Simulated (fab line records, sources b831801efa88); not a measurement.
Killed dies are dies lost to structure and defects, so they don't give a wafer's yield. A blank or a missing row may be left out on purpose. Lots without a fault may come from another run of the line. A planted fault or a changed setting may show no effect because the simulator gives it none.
fab line records | flow sky130 | part 2 of 2: steps 27 to 35 of 35
record lots=5 wafers=15 last_day=49
route steps=708 shown NWELL@60 PWDE@84 VT_ADJUST_HVTP@85
lots that met no fault: from a run of the same line without faults
start_h: hours from the record's first day to the start of the lot's first wafer shown | wait_h: hours since the lot's step before | " the same as in the row above | L1.1+2: a row that stands for several wafers | - no value, or no start given | * or withheld: withheld | < > ~ a bound
route shown NAME@n: a module of which the file shows steps, and the number in the route of the first | usual: mean/standard deviation of fault-free wafers | same: alike in all rows | chamber/n: place in a boat | sites: the reading at each site | _std_site: their standard deviation | _edge_site: outer sites' mean less inner sites' | radius_mm: how far each site lies from the wafer's centre | mask NAME#n: copy n | behind: the tool/chamber that last shaped the wafer | hold: why the lot was held/for how many hours/how that ended | device: the transistor (n, p or np) that didn't switch | end of line: the same wafers' tests at the end of the route | a step without rows: its recipe alone | killed: dies lost to structure and defects at the first sort, not the wafer's yield | map: a wafer's dies, x killed, . not, _ none there
set.NAME: the setting as run; set.NAME@STEP: as run at that earlier step | model.NAME: the simulator's own value behind a step, which no gauge read
lots at some steps of the route; a table a step, a row a wafer
services: from which hour (start_h, from the record's first day; less than 0 if before it) a tool's chamber was out of use, for how many hours, and why
## steps
# step SKY_VT_ADJUST_HVTP_COAT_02
# recipe resist=NOVOLAK spin_rpm=3000 resist_thk_nm=1140
# usual chill_plate_temp_C=22.99/0.1
# same dispense_pressure_kPa=57
# columns lot.wafer tool chamber start_h wait_h chill_plate_temp_C
L077.2 litho_track-01 0 131.93 0.1 22.89
L077.3 " 0 " " 23.03
L077.6 " 0 " " 22.90
L082.1 litho_track-03 0 171.65 0.1 23.02
L082.5 " 0 " " 22.88
L082.6 " 0 " " 22.86
L087.2 litho_track-03 0 206.27 0.1 23.12
L087.4 " 0 " " 22.97
L087.6 " 0 " " 23.18
L092.1 litho_track-01 0 220.36 0.1 22.90
L092.2 " 0 " " 22.94
L092.4 " 0 " " 22.90
L093.2 litho_track-03 0 231.77 0.1 23.01
L093.4 " 0 " " 23.05
L093.5 " 0 " " 23.11
# step SKY_VT_ADJUST_HVTP_SOFTBAKE_03
# recipe temp_c=90 time_s=60 resist=NOVOLAK
# usual chill_plate_temp_C=22.99/0.096
# columns lot.wafer tool chamber start_h wait_h chill_plate_temp_C
L077.2 litho_track-01 0 132.08 0.1 22.94
L077.3 " 0 " " 22.95
L077.6 " 0 " " 22.88
L082.1 litho_track-03 0 171.80 0.1 23.02
L082.5 " 0 " " 23.08
L082.6 " 0 " " 23.02
L087.2 litho_track-03 0 206.42 0.1 22.97
L087.4 " 0 " " 23.18
L087.6 " 0 " " 23.01
L092.1 litho_track-01 0 220.51 0.1 23.06
L092.2 " 0 " " 22.91
L092.4 " 0 " " 23.13
L093.2 litho_track-03 0 231.92 0.1 23.12
L093.4 " 0 " " 23.04
L093.5 " 0 " " 22.96
# step SKY_VT_ADJUST_HVTP_EXPOSE_04
# recipe mask_id=HVTPM na=0.6 source_shape=conventional sigma_outer=0.6 polarization=unpolarized target_cd_nm=380 dose_mj=140
# columns lot.wafer tool chamber start_h wait_h mask
L077.2+3+6 iline_stepper-01 0 - - HVTPM#0
L082.1+5+6 iline_stepper-02 0 - - HVTPM#0
L087.2+4+6 iline_stepper-02 0 - - HVTPM#0
L092.1+2+4 iline_stepper-01 0 - - HVTPM#0
L093.2+4+5 iline_stepper-02 0 - - HVTPM#0
# step SKY_VT_ADJUST_HVTP_PEB_05
# recipe temp_c=withheld time_s=* resist=NOVOLAK
# usual chill_plate_temp_C=*
# columns lot.wafer tool chamber start_h wait_h chill_plate_temp_C
L077.2 litho_track-01 0 - - *
L077.3 " 0 " " *
L077.6 " 0 " " *
L082.1 litho_track-02 0 - - *
L082.5 " 0 " " *
L082.6 " 0 " " *
L087.2 litho_track-03 0 - - *
L087.4 " 0 " " *
L087.6 " 0 " " *
L092.1 litho_track-02 0 - - *
L092.2 " 0 " " *
L092.4 " 0 " " *
L093.2 litho_track-03 0 - - *
L093.4 " 0 " " *
L093.5 " 0 " " *
# step SKY_VT_ADJUST_HVTP_DEVELOP_06
# recipe resist=NOVOLAK developer=TMAH develop_time_s=60 dev_temp_c=23
# usual chill_plate_temp_C=23.00/0.11
# columns lot.wafer tool chamber start_h wait_h chill_plate_temp_C
L077.2 litho_track-01 0 141.78 0.1 22.99
L077.3 " 0 " " 22.97
L077.6 " 0 " " 22.89
L082.1 litho_track-02 0 181.82 0.1 23.02
L082.5 " 0 " " 23.18
L082.6 " 0 " " 22.96
L087.2 litho_track-03 0 217.87 0.1 22.92
L087.4 " 0 " " 22.74
L087.6 " 0 " " 23.02
L092.1 litho_track-02 0 231.17 0.1 23.06
L092.2 " 0 " " 23.03
L092.4 " 0 " " 23.08
L093.2 litho_track-03 0 242.62 0.1 22.83
L093.4 " 0 " " 22.97
L093.5 " 0 " " 23.02
# step SKY_VT_ADJUST_HVTP_CD_MEAS_07
# recipe target_cd_nm=380
# usual cd_nm=380.2/2.9
# columns lot.wafer tool chamber start_h wait_h cd_nm
L077.2 cd_sem-02 - 141.93 0.1 383.2
L077.3 " - " " 382.9
L077.6 " - " " 383.4
L082.1 cd_sem-01 - 181.97 0.1 385.6
L082.5 " - " " 381.3
L082.6 " - " " 381.0
L087.2 cd_sem-01 - 218.02 0.1 379.3
L087.4 " - " " 375.1
L087.6 " - " " 375.9
L092.1 cd_sem-01 - 231.32 0.1 382.4
L092.2 " - " " 381.4
L092.4 " - " " 381.8
L093.2 cd_sem-02 - 242.77 0.1 378.8
L093.4 " - " " 379.2
L093.5 " - " " 377.5
# step SKY_VT_ADJUST_HVTP_OVL_MEAS_08
# usual VT_ADJUST_HVTP_OVL=1.0/1.4
# columns lot.wafer tool chamber start_h wait_h VT_ADJUST_HVTP_OVL[nm]
L077.2 overlay-02 - 142.03 0.1 0.7
L077.3 " - " " 1.8
L077.6 " - " " 0.8
L082.1 overlay-02 - 182.09 0.1 -0.6
L082.5 " - " " 1.4
L082.6 " - " " -1.3
L087.2 overlay-02 - 218.12 0.1 -1.0
L087.4 " - " " 1.0
L087.6 " - " " -1.8
L092.1 overlay-01 - 231.44 0.1 1.6
L092.2 " - " " -1.6
L092.4 " - " " 0.9
L093.2 overlay-01 - 242.87 0.1 -0.4
L093.4 " - " " -1.8
L093.5 " - " " -1.8
# step SKY_VT_ADJUST_HVTP_IMPLANT_09
# recipe species=As energy_kev=150 dose_cm2=4.3e+12 tilt_deg=withheld
# usual beam_energy_keV=150.00/0.038
# columns lot.wafer tool chamber start_h wait_h beam_energy_keV
L077.2 implanter-02 0 142.09 0.0 150.04
L077.3 " 0 " " 150.12
L077.6 " 0 " " 150.01
L082.1 implanter-04 0 182.13 0.0 149.97
L082.5 " 0 " " 149.97
L082.6 " 0 " " 149.94
L087.2 implanter-04 0 218.18 0.0 150.00
L087.4 " 0 " " 150.01
L087.6 " 0 " " 150.05
L092.1 implanter-04 0 231.48 0.0 149.98
L092.2 " 0 " " 149.97
L092.4 " 0 " " 150.03
L093.2 implanter-03 0 242.93 0.0 149.96
L093.4 " 0 " " 150.02
L093.5 " 0 " " 149.99
# step SKY_VT_ADJUST_HVTP_STRIP_10
# recipe chemistry=O2/N2 power_w=1400 pressure_mtorr=1500 platen_temp_c=withheld o2_flow_sccm=3000 n2_flow_sccm=300 overash_fraction=0.5
# usual drypump_motor_current_A=5.5/0.37 n2_flow_sccm=300.1/0.87 oes_product_au=0.715/0.0045 strip_time_to_endpoint_s=14.18/0.041
# columns lot.wafer tool chamber start_h wait_h drypump_motor_current_A n2_flow_sccm oes_product_au rf_hours_counter_h strip_time_to_endpoint_s
L077.2 plasma_asher-01 0 142.21 0.1 5.4 300.4 0.709 2 14.15
L077.3 " 1 " " 5.3 299.7 0.710 - 14.16
L077.6 " 0 " " 5.4 300.0 0.719 - 14.16
L082.1 plasma_asher-04 0 182.28 0.1 5.9 300.6 0.713 51 14.15
L082.5 " 0 " " 5.9 300.3 0.722 - 14.16
L082.6 " 1 " " 5.8 299.9 0.719 - 14.17
L087.2 plasma_asher-01 1 218.30 0.1 5.3 300.6 0.723 9 14.17
L087.4 " 0 " " 5.4 300.7 0.716 - 14.25
L087.6 " 1 " " 5.3 299.5 0.719 - 14.22
L092.1 plasma_asher-04 0 231.63 0.1 5.9 300.8 0.717 56 14.22
L092.2 " 1 " " 5.8 299.0 0.724 56 14.18
L092.4 " 0 " " 5.9 300.9 0.714 - 14.18
L093.2 plasma_asher-02 1 243.05 0.1 4.7 299.9 0.716 55 14.26
L093.4 " 0 " " 5.7 299.8 0.720 - 14.26
L093.5 " 0 " " 5.7 299.3 0.715 - 14.22
## services
# columns tool chamber start_h hours kind
implanter-02 - 75.99 4.3 repair
plasma_asher-01 - 80.62 2.5 repair
iline_stepper-01 - 85.68 2.6 repair
wet_bench-01 - 87.62 4.5 repair
implanter-01 - 105.11 4.9 pm
plasma_asher-01 - 108.75 9.0 pm
plasma_asher-01 0 108.75 9.0 vent_cycle
implanter-03 - 126.87 1.7 repair
iline_stepper-02 - 139.38 1.7 pm
implanter-02 - 148.50 4.3 pm
iline_stepper-02 0 158.56 - calibration
iline_stepper-01 0 158.72 - calibration
implanter-04 - 159.52 4.5 pm
implanter-02 - 163.51 24.8 pm
implanter-03 - 171.25 0.7 repair
plasma_asher-04 - 174.69 1.4 repair
implanter-04 - 175.07 1.9 repair
iline_stepper-01 - 177.83 4.3 pm
plasma_asher-04 - 178.73 0.9 repair
implanter-04 - 178.76 1.9 repair
implanter-04 - 179.20 1.2 repair
plasma_asher-03 - 187.37 1.5 repair
implanter-01 - 192.82 4.2 repair
rtp_anneal-01 - 194.04 107.2 pm
